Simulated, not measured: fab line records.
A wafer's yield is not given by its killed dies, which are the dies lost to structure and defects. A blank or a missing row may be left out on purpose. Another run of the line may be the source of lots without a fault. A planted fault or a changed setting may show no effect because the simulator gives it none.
2 desks looking at one fault | flow gf180mcu | each desk has only its own numbers; what lay behind them comes last

FROM THE METROLOGY DESK
Lot by lot, what the gauges showed, no matter which tool ran the lot: averages of those sampled wafers that carry a number. A lot is out of limits, marked OUT, if its mean lies more than 4 standard deviations from the usual mean; the brackets give that distance.
Columns: A = V4_CVD_02_THK at GF_V4_THK_MEAS_03, usual 850 nm; B = cd-nm at GF_V4_CD_MEAS_14, usual 260.1 nm
lot  | first seen here | A              | B
L732 | day 24 02:15    | 844            | 259.7
L733 | day 24 07:14    | 840            | 259.6
L734 | day 25 03:25    | 857            | 262.1
L735 | day 25 06:14    | 849            | 259.9
L736 | day 25 23:47    | 853            | 260.4
L738 | day 26 01:19    | 852            | 260.0
L739 | day 26 11:34    | 855            | 259.1
L749 | day 29 11:03    | 1172 (+35) OUT | 260.5
L751 | day 29 21:46    | 842            | 259.3
L752 | day 30 02:35    | 840            | 258.4
L754 | day 30 19:24    | 852            | 261.3
This desk's finding: out of limits on L749; first on L749, day 29 11:03 (V4_CVD_02_THK at GF_V4_THK_MEAS_03). Within limits: L732, L733, L734, L735, L736, L738, L739, L751, L752, L754.

TOOL OWNER'S DESK, pecvd-01
The tool's own readings at GF_V4_CVD_02 (deposits SiO2 from TEOS, target thk 850 nm, time 94.851 s): means of the sampled wafers that have a number, for each lot that ran on this tool. A lot is out of limits, marked OUT, if its mean lies more than 4 standard deviations from the usual mean; the brackets give that distance.
Columns: A = heater-power-w at GF_V4_CVD_02, usual 660 W
lot  | first seen here | A
L732 | day 24 02:10    | 638
L735 | day 25 06:09    | 543
L739 | day 26 11:29    | 632
L749 | day 29 10:59    | 692
This desk's finding: nothing out of limits on any of the 4 lots.

PUT TOGETHER
Metrology desk: alarm possible at day 29 11:03 on L749.
The desk of the tool owner found nothing out of limits.
The tool owner's desk has L749 on record, within its limits.
On pecvd-01, each named lot ran GF_V4_CVD_02.

WHAT THE SIMULATOR PUT IN
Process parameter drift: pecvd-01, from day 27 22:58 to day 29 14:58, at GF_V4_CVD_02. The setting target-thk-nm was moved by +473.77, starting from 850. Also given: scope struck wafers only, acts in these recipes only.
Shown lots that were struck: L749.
Time in hours between the start of the fault and the first out-of-limits reading at each desk: metrology desk, 36.
